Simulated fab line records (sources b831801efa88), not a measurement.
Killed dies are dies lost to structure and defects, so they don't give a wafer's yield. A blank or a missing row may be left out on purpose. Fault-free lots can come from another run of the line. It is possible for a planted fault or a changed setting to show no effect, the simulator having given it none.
A struck lot beside a sound one -- flow sky130 -- 19 steps out of a route of 708
Sound: these wafers, L785.1, L785.2, L785.5. The struck wafers were L789.1, L789.3, L789.5. At the end, the cause is stated.
Order at every step that has rows: each side's tool, ch and its chambers, its first start. Under that, the readings that differ: sound wafers -- struck wafers -- difference of the means -- sigmas: that difference in standard deviations of wafers without a fault.
alike: readings with means less than 2 such deviations apart, plus words and numbers identical on both sides. not compared: withheld readings, readings lacking a value on some wafer, bounds such as >300 that could conceal the same value, and numbers that have no deviation in the record and whose values overlap.
The two part at a step that has a row with sigmas, a row that says differs or no value, or rows on one side only. Numbers that don't overlap but have no deviation are shown without sigmas and don't part them. Lack of a reading on every wafer of one side parts them only where that side has two or more wafers.

first, 4 steps without rows for these wafers: SKY_VT_ADJUST_PCH_SOFTBAKE_03; SKY_VT_ADJUST_PCH_EXPOSE_04 (exposes mask NWM, target cd 840 nm); SKY_VT_ADJUST_PCH_PEB_05; SKY_VT_ADJUST_PCH_DEVELOP_06 (develop time 60 s).
SKY_VT_ADJUST_PCH_OVL_MEAS_07:
  sound: overlay-01 at day 10 20:04; struck: overlay-02 at day 11 18:26
reading,sound,struck,difference,sigmas
VT_ADJUST_PCH_OVL (nm),-0.4 0.3 0.7,-3.1 -2.2 -4.2,-3.4,-2
following that, these wafers have no rows for 1 step: SKY_VT_ADJUST_PCH_IMPLANT_08.
SKY_VT_ADJUST_PCH_STRIP_09: strips in O2/N2.
  sound on plasma-asher-04 ch 0,1, day 10 20:14; struck on plasma-asher-02 ch 0,1, day 11 18:38
  alike: chamber-pressure-mTorr, drypump-motor-current-A, oes-product-au, strip-time-to-endpoint-s
  not compared: rf-hours-counter-h
SKY_VT_ADJUST_PCH_TW_MEAS_10:
  sound: film-metro-01 at day 10 20:20; struck: film-metro-04 at day 11 18:44
  alike: VT_ADJUST_PCH_TW
then, 4 steps without rows for these wafers: SKY_SONOS_TUNNEL_DEHYDRATE_00 (time 60 s); SKY_SONOS_TUNNEL_HMDS_01 (prime time 60 s); SKY_SONOS_TUNNEL_COAT_02 (resist thk 1140 nm); SKY_SONOS_TUNNEL_SOFTBAKE_03 (time 60 s).
SKY_SONOS_TUNNEL_EXPOSE_04: exposes mask TUNM, target cd 410 nm.
  sound on iline-stepper-01 ch 0, day 11 07:49; struck on iline-stepper-01 ch 0, day 12 06:13
reading,sound,struck,difference,sigmas
model.SONOS_TUNNEL.overlay-x-nm (nm),-1.106 -1.106 -1.106,-127 -127 -127,-126,
  alike: mask, stage-vel-mm-s
then, 2 steps without rows for these wafers: SKY_SONOS_TUNNEL_PEB_05; SKY_SONOS_TUNNEL_DEVELOP_06 (develop time 60 s).
SKY_SONOS_TUNNEL_CD_MEAS_07 targets a cd of 410 nm.
  sound: cd-sem-01 at day 11 18:47; struck: cd-sem-02 at day 12 18:50
  alike: cd-nm
SKY_SONOS_TUNNEL_OVL_MEAS_08:
  sound: overlay-02 at day 11 18:54; struck: overlay-01 at day 12 18:57
reading,sound,struck,difference,sigmas
SONOS_TUNNEL_OVL (nm),-2.3 -4.6 -2.2,-129.1 -128.9 -129.5,-126.1,-79
following that, these wafers have no rows for 1 step: SKY_SONOS_TUNNEL_IMPLANT_09.
-- record jumps: 34 days separate the struck wafers' starts on either side; left off in module SONOS_TUNNEL, taken up again in module PAD_OPEN, whose first shown step is the route's number 708 --
SKY_PAD_OPEN_PROBE_99:
  sound: prober-01 at day 46 10:55; struck: prober-01 at day 46 22:35
reading,sound,struck,difference,sigmas
killed-at-front-end,9 18 20,45 53,+33,+7
killed-dies,85 110 85,107 126,+23,+2
killed-on-rim,15 21 16,25 29,+10,+2
model.etest.sonos-erased.drive-ua-um,174.4 236.9 202.8,123.2 123.1,-81.6,
model.etest.sonos-uncharged.r-on-ohm-um,796.2 793.3 802.9,779.1 774.9,-20.5,
model.etest.sonos-programmed.off-log10-a-um,-14.04 -13.81 -13.89,-12.9 -12.68,+1.1,
model.etest.sonos-erased.vt-v (V),-2.326 -2.371 -2.344,-1.429 -1.452,+0.906,
model.etest.sonos-programmed.vt-v (V),1.517 1.502 1.549,1.347 1.329,-0.185,
model.etest.sonos-baked.vt-v (V),1.016 0.9999 1.035,0.852 0.7988,-0.192,
model.etest.sonos-uncharged.vt-v (V),-0.4205 -0.4567 -0.415,-0.5857 -0.5693,-0.1468,
  alike: killed_at_M0_to_M3, killed_at_M4_up, killed-at-contacts, killed-at-other, killed-open, killed-short

== WHERE THEY PART ==
At SKY_VT_ADJUST_PCH_OVL_MEAS_07 first; at SKY_PAD_OPEN_PROBE_99 last (within this record only).

WHY: what had been put in by the simulator
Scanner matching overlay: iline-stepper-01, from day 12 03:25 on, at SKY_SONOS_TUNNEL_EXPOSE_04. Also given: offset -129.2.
